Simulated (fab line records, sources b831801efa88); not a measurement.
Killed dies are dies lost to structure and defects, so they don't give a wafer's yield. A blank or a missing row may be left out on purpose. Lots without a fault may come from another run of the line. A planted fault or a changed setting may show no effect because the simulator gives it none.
fab line records | flow sfq_line
record lots=7 wafers=19 last_day=92
route steps=325 shown M3@122 I3@133 M4@148
lots that met no fault: from a run of the same line without faults
start_h: hours from the record's first day to the start of the lot's first wafer shown | wait_h: hours since the lot's step before | " the same as in the row above | L1.1+2: a row that stands for several wafers | - no value, or no start given | * or withheld: withheld | < > ~ a bound
route shown NAME@n: a module of which the file shows steps, and the number in the route of the first | usual: mean/standard deviation of fault-free wafers | same: alike in all rows | chamber/n: place in a boat | sites: the reading at each site | _std_site: their standard deviation | _edge_site: outer sites' mean less inner sites' | radius_mm: how far each site lies from the wafer's centre | mask NAME#n: copy n | behind: the tool/chamber that last shaped the wafer | hold: why the lot was held/for how many hours/how that ended | device: the transistor (n, p or np) that didn't switch | end of line: the same wafers' tests at the end of the route | a step without rows: its recipe alone | killed: dies lost to structure and defects at the first sort, not the wafer's yield | map: a wafer's dies, x killed, . not, _ none there
set.NAME: the setting as run; set.NAME@STEP: as run at that earlier step | model.NAME: the simulator's own value behind a step, which no gauge read
lots at some steps of the route; a table a step, a row a wafer
services: from which hour (start_h, from the record's first day; less than 0 if before it) a tool's chamber was out of use, for how many hours, and why
## steps
# step SFQ_TRILAYER_M3_LITHO_COAT_080
# recipe resist=BARC spin_rpm=3000 resist_thk_nm=62
# step SFQ_TRILAYER_M3_LITHO_COAT_075
# recipe resist=KrF spin_rpm=3000 resist_thk_nm=600
# step SFQ_TRILAYER_M3_LITHO_SOFTBAKE_079
# recipe temp_c=withheld time_s=withheld resist=KrF
# step SFQ_TRILAYER_M3_LITHO_EXPOSE_076
# recipe mask_id=M3 na=0.6 source_shape=conventional sigma_outer=0.65 target_cd_nm=500 dose_mj=14.4
# step SFQ_TRILAYER_M3_LITHO_PEB_078
# recipe peb_temp_c=115 peb_time_s=60 resist=KrF
# step SFQ_TRILAYER_M3_LITHO_DEVELOP_077
# recipe time_s=60 resist=KrF
# step SFQ_M3_OVL_MEAS_921
# usual M3_OVL=-1/6
# columns lot.wafer tool chamber start_h wait_h M3_OVL[nm]
L246.1 overlay-01 - 1029.94 0.1 1
L246.5 " - " " 5
L246.6 " - " " -4
L255.1 overlay-01 - 1212.39 0.1 -5
L255.2 " - " " 1
L255.6 " - " " -9
L256.1 overlay-02 - 1213.59 0.1 4
L256.4 " - " " 8
L256.5 " - " " 6
L259.2 overlay-02 - 1220.80 0.1 6
L259.4 " - " " 5
L259.6 " - " " 5
L262.2 overlay-02 - 1229.20 0.1 5
L262.5 " - " " 10
L263.2 overlay-01 - 1236.40 0.1 -4
L263.4 " - " " -3
L267.2 overlay-01 - 1242.40 0.1 -6
L267.5 " - " " -1
L267.6 " - " " -4
# step SFQ_TRILAYER_M3_BARC_OPEN_METAL_ETCH_100
# recipe mask_material=PR chemistry=O2 target_depth_nm=125 target=BARC icp_w=600 bias_w=80 pressure_mtorr=10 time_s=41.7
# usual drypump_motor_current_A=6.0/0.48 oes_product_au=0.684/0.0044
# columns lot.wafer tool chamber start_h wait_h drypump_motor_current_A oes_product_au rf_hours_counter_h
L246.1 rie_metal-04 0 1029.97 0.0 6.4 0.686 10
L246.5 " 0 " " 6.4 0.677 -
L246.6 " 1 " " 5.2 0.679 -
L255.1 rie_metal-04 1 1212.43 0.0 5.1 0.683 28
L255.2 " 0 " " 6.4 0.678 34
L255.6 " 1 " " 5.1 0.688 -
L256.1 rie_metal-03 1 1213.63 0.0 5.8 0.680 25
L256.4 " 1 " " 5.7 0.695 -
L256.5 " 0 " " 6.6 0.680 -
L259.2 rie_metal-04 1 1220.83 0.0 5.2 0.695 29
L259.4 " 1 " " 5.2 0.689 -
L259.6 " 0 " " 6.4 0.681 -
L262.2 rie_metal-02 0 1229.23 0.0 6.3 0.683 52
L262.5 " 0 " " 6.2 0.677 -
L263.2 rie_metal-03 1 1236.43 0.0 5.7 0.689 28
L263.4 " 0 " " 6.6 0.685 -
L267.2 rie_metal-02 0 1242.43 0.0 6.3 0.688 54
L267.5 " 1 " " 5.9 0.686 -
L267.6 " 0 " " 6.2 0.689 -
# step SFQ_TRILAYER_M3_ETCH_METAL_ETCH_078
# recipe target=Nb stop_on=SiO2 mask_material=PR chemistry=Cl2/Ar target_depth_nm=240 icp_w=600 bias_w=80 pressure_mtorr=10 time_s=120
# usual drypump_motor_current_A=6.0/0.48 oes_product_au=0.894/0.006
# columns lot.wafer tool chamber start_h wait_h drypump_motor_current_A oes_product_au rf_hours_counter_h
L246.1 rie_metal-04 0 1030.03 0.0 6.4 0.897 10
L246.5 " 0 " " 6.4 0.905 -
L246.6 " 1 " " 5.1 0.901 -
L255.1 rie_metal-04 1 1212.49 0.0 5.1 0.882 28
L255.2 " 0 " " 6.4 0.889 34
L255.6 " 1 " " 5.1 0.890 -
L256.1 rie_metal-03 1 1213.69 0.0 5.7 0.894 25
L256.4 " 1 " " 5.7 0.897 -
L256.5 " 0 " " 6.6 0.905 -
L259.2 rie_metal-04 1 1220.89 0.0 5.2 0.905 29
L259.4 " 1 " " 5.1 0.897 -
L259.6 " 0 " " 6.4 0.895 -
L262.2 rie_metal-02 0 1229.29 0.0 6.2 0.895 52
L262.5 " 0 " " 6.3 0.891 -
L263.2 rie_metal-03 1 1236.49 0.0 5.7 0.890 28
L263.4 " 0 " " 6.6 0.890 -
L267.2 rie_metal-02 0 1242.49 0.0 6.3 0.899 54
L267.5 " 1 " " 5.9 0.892 -
L267.6 " 0 " " 6.3 0.904 -
# step SFQ_TRILAYER_M3_STRIP_STRIP_079
# recipe gas=O2 power_w=200 platen_temp_c=40 overash_fraction=0.65 chemistry=O2 pressure_mtorr=50
# step SFQ_TRILAYER_M3_STRIP_SOLV_CLEAN_080
# recipe chemistry=NMP temp_c=70 time_s=600
# step SFQ_TRILAYER_I3_DEP_PECVD_081
# recipe material=SiO2 temp_c=150 time_s=111.11 pressure_torr=2.4 rf_w=183.3 precursor=SiH4/N2O target_thk_nm=500
# usual chamber_pressure_Torr=2.400/0.0052 heater_power_w=86/18 showerhead_vpp_V=845/28 susceptor_temp_C=149.99/0.14 throttle_valve_pct=25.5/1.7
# columns lot.wafer tool chamber start_h wait_h chamber_pressure_Torr heater_power_w showerhead_vpp_V susceptor_temp_C throttle_valve_pct
L246.1 pecvd-02 2 1030.93 0.0 2.408 81 881 149.94 28.4
L246.5 " 1 " " 2.386 91 853 149.88 24.8
L246.6 " 0 " " 2.394 54 835 149.79 26.7
L255.1 pecvd-02 2 1213.39 0.0 2.406 83 874 149.89 28.4
L255.2 " 1 " " 2.406 79 849 149.93 24.8
L255.6 " 1 " " 2.403 84 863 149.97 24.6
L256.1 pecvd-01 0 1214.59 0.0 2.406 88 816 150.27 23.8
L256.4 " 2 " " 2.408 65 826 149.96 24.8
L256.5 " 1 " " 2.394 84 807 149.98 24.3
L259.2 pecvd-03 0 1221.79 0.0 2.411 102 826 149.75 24.3
L259.4 " 1 " " 2.394 109 861 150.09 25.2
L259.6 " 2 " " 2.398 90 903 150.01 28.5
L262.2 pecvd-01 1 1230.19 0.0 2.402 96 818 150.00 24.4
L262.5 " 2 " " 2.410 59 814 150.02 24.5
L263.2 pecvd-01 0 1237.39 0.0 2.408 90 818 149.97 23.9
L263.4 " 2 " " 2.402 60 814 149.92 24.6
L267.2 pecvd-03 0 1243.39 0.0 2.396 105 838 150.07 24.2
L267.5 " 2 " " 2.399 83 901 149.89 28.2
L267.6 " 1 " " 2.397 101 848 149.98 25.4
# step SFQ_TRILAYER_I3_CMP_CMP_082
# recipe material=SiO2 down_force_psi=3 platen_rpm=60 pad_velocity_m_s=0.94248
# usual motor_current_A=10.3/1.3 slurry_filter_dp_kPa=13.49/0.11 time_to_endpoint_s=213/7.8
# columns lot.wafer tool chamber start_h wait_h motor_current_A slurry_filter_dp_kPa time_to_endpoint_s model.SiO2_of_TRILAYER_I3_DEP_PECVD_081.thk_nm
L246.1 cmp-01 0 1039.40 8.4 9.6 13.46 202 199.9
L246.6 " 2 1040.40 9.4 9.3 13.48 220 199.6
L246.5 " 3 " " 9.2 13.44 201 198.8
L255.2 cmp-01 0 1223.80 10.4 9.7 13.46 219 199.6
L255.1 " 2 1224.80 11.4 9.7 13.49 222 200.7
L255.6 " 0 1225.80 12.3 9.7 13.41 227 198.7
L256.4 cmp-02 2 1225.99 11.3 10.1 13.42 214 200
L256.1 " 3 " " 10.2 13.36 204 197.3
L256.5 " 1 1227.49 12.8 13.0 13.67 216 200.1
L259.4 cmp-01 2 1235.93 14.1 10.4 13.55 227 201.3
L259.2 " 1 1237.43 15.6 10.4 13.35 203 221.3
L259.6 " 3 1238.43 16.6 9.7 13.36 220 199.9
L262.2 cmp-01 2 1243.43 13.2 9.8 13.43 195 220.3
L262.5 " 3 " " 9.9 13.49 200 197.7
L263.2 cmp-01 3 1247.93 10.5 9.4 13.42 188 219.6
L263.4 " 1 1248.93 11.5 10.8 13.21 218 201.4
L267.2 cmp-02 3 1255.49 12.1 10.3 13.69 204 199.3
L267.6 " 3 1257.49 14.0 9.6 13.32 215 198.9
L267.5 " 0 " " 8.2 13.44 216 199.6
# step SFQ_I3_BOW_MEAS_922
# recipe mode=bow
# usual I3_BOW=4/9.2
# columns lot.wafer tool chamber start_h wait_h I3_BOW[um]
L246.1 film_metro-01 - 1041.40 1.5 -6
L246.5 " - " " -4
L246.6 " - " " -1
L255.1 film_metro-01 - 1226.80 1.5 3
L255.2 " - " " 3
L255.6 " - " " -5
L256.1 film_metro-02 - 1228.49 1.5 10
L256.4 " - " " 3
L256.5 " - " " 3
L259.2 film_metro-01 - 1238.95 1.0 14
L259.4 " - " " 15
L259.6 " - " " 7
L262.2 film_metro-01 - 1244.95 1.0 6
L262.5 " - " " 7
L263.2 film_metro-04 - 1250.95 2.5 30
L263.4 " - " " 34
L267.2 film_metro-01 - 1258.51 2.5 11
L267.5 " - " " -2
L267.6 " - " " -21
# step SFQ_TRILAYER_I3_METRO_MEASURE_083
# usual thk_nm=199.8/1.1
# columns lot.wafer tool chamber start_h wait_h thk_nm
L246.1 film_metro-01 - 1041.52 0.1 200.0
L246.5 " - " " 198.8
L246.6 " - " " 199.7
L255.1 film_metro-01 - 1226.92 0.1 200.7
L255.2 " - " " 199.5
L255.6 " - " " 198.8
L256.1 film_metro-02 - 1228.61 0.1 197.4
L256.4 " - " " 199.9
L256.5 " - " " 200.1
L259.2 film_metro-01 - 1239.25 0.3 221.3
L259.4 " - " " 201.2
L259.6 " - " " 200.2
L262.2 film_metro-01 - 1245.25 0.3 220.3
L262.5 " - " " 197.5
L263.2 film_metro-04 - 1251.25 0.3 219.5
L263.4 " - " " 201.2
L267.2 film_metro-01 - 1258.81 0.3 199.3
L267.5 " - " " 199.7
L267.6 " - " " 198.9
# step SFQ_TRILAYER_I3_VIA_LITHO_COAT_090
# recipe resist=BARC spin_rpm=3000 resist_thk_nm=62
# step SFQ_TRILAYER_I3_VIA_LITHO_COAT_085
# recipe resist=KrF spin_rpm=3000 resist_thk_nm=650
# step SFQ_TRILAYER_I3_VIA_LITHO_SOFTBAKE_089
# recipe temp_c=withheld time_s=withheld resist=KrF
# step SFQ_TRILAYER_I3_VIA_LITHO_EXPOSE_086
# recipe mask_id=I3 na=0.6 source_shape=conventional sigma_outer=0.65 target_cd_nm=500 dose_mj=21.3
# step SFQ_TRILAYER_I3_VIA_LITHO_PEB_088
# recipe peb_temp_c=115 peb_time_s=60 resist=KrF
# step SFQ_TRILAYER_I3_VIA_LITHO_DEVELOP_087
# recipe time_s=60 resist=KrF
# step SFQ_I3_OVL_MEAS_923
# usual I3_OVL=-2/5.9
# columns lot.wafer tool chamber start_h wait_h I3_OVL[nm]
L246.1 overlay-01 - 1047.44 0.1 0
L246.5 " - " " -3
L246.6 " - " " 13
L255.1 overlay-02 - 1336.73 0.1 -19
L255.2 " - " " -6
L255.6 " - " " -13
L256.1 overlay-02 - 1339.13 0.1 -4
L256.4 " - " " -8
L256.5 " - " " -5
L259.2 overlay-01 - 1346.34 0.1 -7
L259.4 " - " " -5
L259.6 " - " " -13
L262.2 overlay-01 - 1351.14 0.1 -4
L262.5 " - " " -1
L263.2 overlay-02 - 1354.74 0.1 -10
L263.4 " - " " -12
L267.2 overlay-01 - 1369.26 0.1 1
L267.5 " - " " -2
L267.6 " - " " 1
# step SFQ_TRILAYER_I3_VIA_BARC_OPEN_VIA_ETCH_121
# recipe mask_material=PR chemistry=O2 target_depth_nm=125 target=BARC source_w=500 bias_w=80 pressure_mtorr=30 time_s=41.7
# usual drypump_motor_current_A=5.5/0.48 oes_product_au=0.686/0.0051
# columns lot.wafer tool chamber start_h wait_h drypump_motor_current_A oes_product_au rf_hours_counter_h
L246.1 rie_diel-04 0 1047.47 0.0 5.7 0.686 1
L246.5 " 3 " " 6.0 0.679 -
L246.6 " 2 " " 5.3 0.697 -
L255.1 rie_diel-03 1 1336.77 0.0 5.0 0.682 7
L255.2 " 2 " " 5.8 0.686 5
L255.6 " 0 " " 6.5 0.688 -
L256.1 rie_diel-04 1 1339.17 0.0 5.4 0.699 2
L256.4 " 3 " " 6.1 0.689 9
L256.5 " 1 " " 5.4 0.691 -
L259.2 rie_diel-02 2 1346.37 0.0 5.0 0.692 6
L259.4 " 0 " " 5.5 0.690 11
L259.6 " 1 " " 5.0 0.691 -
L262.2 rie_diel-02 1 1351.17 0.0 5.0 0.685 15
L262.5 " 3 " " 5.8 0.694 -
L263.2 rie_diel-04 2 1354.77 0.0 5.3 0.682 12
L263.4 " 1 " " 5.4 0.686 2
L267.2 rie_diel-03 1 1369.29 0.0 5.0 0.688 7
L267.5 " 2 " " 5.7 0.694 -
L267.6 " 3 " " 4.7 0.675 -
# step SFQ_TRILAYER_I3_VIA_ETCH_VIA_ETCH_088
# recipe target=SiO2 stop_on=Nb mask_material=PR taper_deg=20 chemistry=CHF3 target_depth_nm=260 source_w=500 bias_w=80 pressure_mtorr=30 time_s=withheld
# usual drypump_motor_current_A=5.5/0.48 oes_product_au=0.854/0.0053
# columns lot.wafer tool chamber start_h wait_h drypump_motor_current_A oes_product_au model.I3.feature_depth_nm model.etch.depth_nm
L246.1 rie_diel-04 0 1047.51 0.0 5.7 0.856 199.9 199.9
L246.5 " 3 " " 6.0 0.851 198.8 198.8
L246.6 " 2 " " 5.4 0.861 199.6 199.6
L255.1 rie_diel-03 1 1336.81 0.0 5.0 0.858 200.7 200.7
L255.2 " 2 " " 5.8 0.855 199.6 199.6
L255.6 " 0 " " 6.6 0.860 198.7 198.7
L256.1 rie_diel-04 1 1339.21 0.0 5.3 0.853 197.3 197.3
L256.4 " 3 " " 6.0 0.858 200 200
L256.5 " 1 " " 5.4 0.855 200.1 200.1
L259.2 rie_diel-02 2 1346.41 0.0 5.0 0.915 221.3 221.3
L259.4 " 0 " " 5.5 0.856 201.3 201.3
L259.6 " 1 " " 4.9 0.855 199.9 199.9
L262.2 rie_diel-02 1 1351.21 0.0 5.0 0.904 220.3 220.3
L262.5 " 3 " " 5.8 0.848 197.7 197.7
L263.2 rie_diel-04 2 1354.81 0.0 5.3 0.907 219.6 219.6
L263.4 " 1 " " 5.4 0.858 201.4 201.4
L267.2 rie_diel-03 1 1369.33 0.0 5.0 0.851 199.3 199.3
L267.5 " 2 " " 5.7 0.852 199.6 199.6
L267.6 " 3 " " 4.7 0.850 198.9 198.9
# step SFQ_TRILAYER_I3_VIA_STRIP_STRIP_089
# recipe gas=O2 power_w=200 platen_temp_c=40 overash_fraction=0.65 chemistry=O2 pressure_mtorr=50
# usual drypump_motor_current_A=5.9/0.46 oes_product_au=0.999/0.012
# columns lot.wafer tool chamber start_h wait_h drypump_motor_current_A oes_product_au rf_hours_counter_h
L246.1 rie_metal-01 0 1047.63 - 6.0 1.010 99
L246.5 " 0 " " 6.0 1.005 -
L246.6 " 1 " " 6.1 0.995 -
L255.1 rie_metal-04 0 1336.92 - 6.4 0.996 51
L255.2 " 1 " " 5.2 1.000 45
L255.6 " 0 " " 6.4 0.999 -
L256.1 rie_metal-01 0 1339.32 - 5.9 1.012 11
L256.4 " 0 " " 5.9 1.020 -
L256.5 " 1 " " 6.1 0.980 -
L259.2 rie_metal-01 0 1346.52 - 6.0 1.004 12
L259.4 " 0 " " 6.0 1.015 -
L259.6 " 0 " " 6.0 1.011 -
L262.2 rie_metal-04 1 1351.32 - 5.1 1.014 48
L262.5 " 0 " " 6.4 0.988 -
L263.2 rie_metal-04 1 1354.92 - 5.1 1.002 48
L263.4 " 0 " " 6.4 1.000 -
L267.2 rie_metal-04 1 1369.45 - 5.1 1.005 50
L267.5 " 1 " " 5.2 1.011 -
L267.6 " 0 " " 6.4 0.998 -
# step SFQ_TRILAYER_I3_VIA_STRIP_SOLV_CLEAN_090
# recipe chemistry=NMP temp_c=70 time_s=600
# step SFQ_TRILAYER_M4_DEP_PRE_CLEAN_092
# recipe gas=Ar time_s=22.5 bias_v=250
# columns lot.wafer tool chamber start_h wait_h model.SiO2_of_TRILAYER_I3_DEP_PECVD_081.thk_nm
L246.1 pvd_sputter-04 - 1048.58 0.0 192.4
L246.5 " - " " 191.3
L246.6 " - " " 192.1
L255.1 pvd_sputter-06 - 1337.70 0.0 193.2
L255.2 " - " " 192.1
L255.6 " - " " 191.2
L256.1 pvd_sputter-04 - 1340.10 0.0 189.8
L256.4 " - " " 192.5
L256.5 " - " " 192.6
L259.2 pvd_sputter-05 - 1347.30 0.0 213.8
L259.4 " - " " 193.8
L259.6 " - " " 192.4
L262.2 pvd_sputter-05 - 1352.10 0.0 212.8
L262.5 " - " " 190.2
L263.2 pvd_sputter-06 - 1355.70 0.0 212.1
L263.4 " - " " 193.9
L267.2 pvd_sputter-05 - 1370.40 0.0 191.8
L267.5 " - " " 192.1
L267.6 " - " " 191.4
# step SFQ_TRILAYER_M4_DEP_SPUTTER_091
# recipe material=Nb base_pressure_pa=1.33e-06 chamber_pressure_pa=0.1333 substrate_temp_c=20 resputter_cathode_voltage_v=400 target_thk_nm=200 power_w=2000 time_s=133.3
## services
# columns tool chamber start_h hours kind
cmp-01 - 1016.66 2.3 repair
rie_diel-03 0 1052.18 16.6 repair
cmp-01 - 1053.41 4.4 repair
rie_diel-03 3 1054.10 75.4 repair
film_metro-01 - 1064.82 0.6 pm
rie_metal-04 - 1066.12 14.6 pm
cmp-01 - 1078.10 1.7 repair
film_metro-01 - 1082.80 0.9 pm
rie_metal-04 1 1112.87 2.2 repair
cmp-01 - 1140.17 0.2 repair
rie_diel-03 0 1141.87 6.6 repair
film_metro-01 - 1163.32 0.3 pm
rie_diel-04 0 1169.33 4.0 repair
rie_diel-03 3 1177.62 2.6 repair
rie_diel-04 2 1203.09 1.5 repair
film_metro-01 - 1210.39 1.2 pm
rie_metal-04 - 1222.35 2.8 pm
cmp-01 - 1229.80 6.1 pm
rie_metal-04 1 1236.04 1.1 repair
cmp-01 - 1259.93 4.0 pm
cmp-01 - 1275.06 1.0 repair
cmp-01 - 1300.11 7.6 pm
film_metro-01 - 1310.81 0.4 pm
rie_diel-04 3 1360.64 6.1 repair
## key
first_sign step=SFQ_TRILAYER_I3_CMP_CMP_082 reading=time_to_endpoint_s direction=down sigmas=2.2 usual=* struck=*
effect step=SFQ_TRILAYER_I3_METRO_MEASURE_083 reading=thk_nm direction=up sigmas=20 usual=199.8 struck=220.4
effect step=SFQ_TRILAYER_I3_VIA_ETCH_VIA_ETCH_088 reading=oes_product_au direction=up sigmas=10 usual=0.854 struck=0.909
model_effect step=SFQ_TRILAYER_I3_CMP_CMP_082 value=SiO2_of_TRILAYER_I3_DEP_PECVD_081.thk_nm without=200.4 struck=220.4
model_effect step=SFQ_TRILAYER_I3_VIA_ETCH_VIA_ETCH_088 value=I3.feature_depth_nm without=200.4 struck=220.4
model_effect step=SFQ_TRILAYER_M4_DEP_PRE_CLEAN_092 value=SiO2_of_TRILAYER_I3_DEP_PECVD_081.thk_nm without=192.9 struck=212.9
met_at SFQ_TRILAYER_I3_CMP_CMP_082
struck_wafers L259.2,L262.2,L263.2
onset_between 1223.80 1235.93
fault kind=process_parameter_drift tool=cmp-01 chamber=- onset_h=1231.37 steps=SFQ_TRILAYER_I3_CMP_CMP_082 channel=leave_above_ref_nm offset=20 shape=step end_h=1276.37 scope=struck_wafers_only acts_in=these_recipes_only stated=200
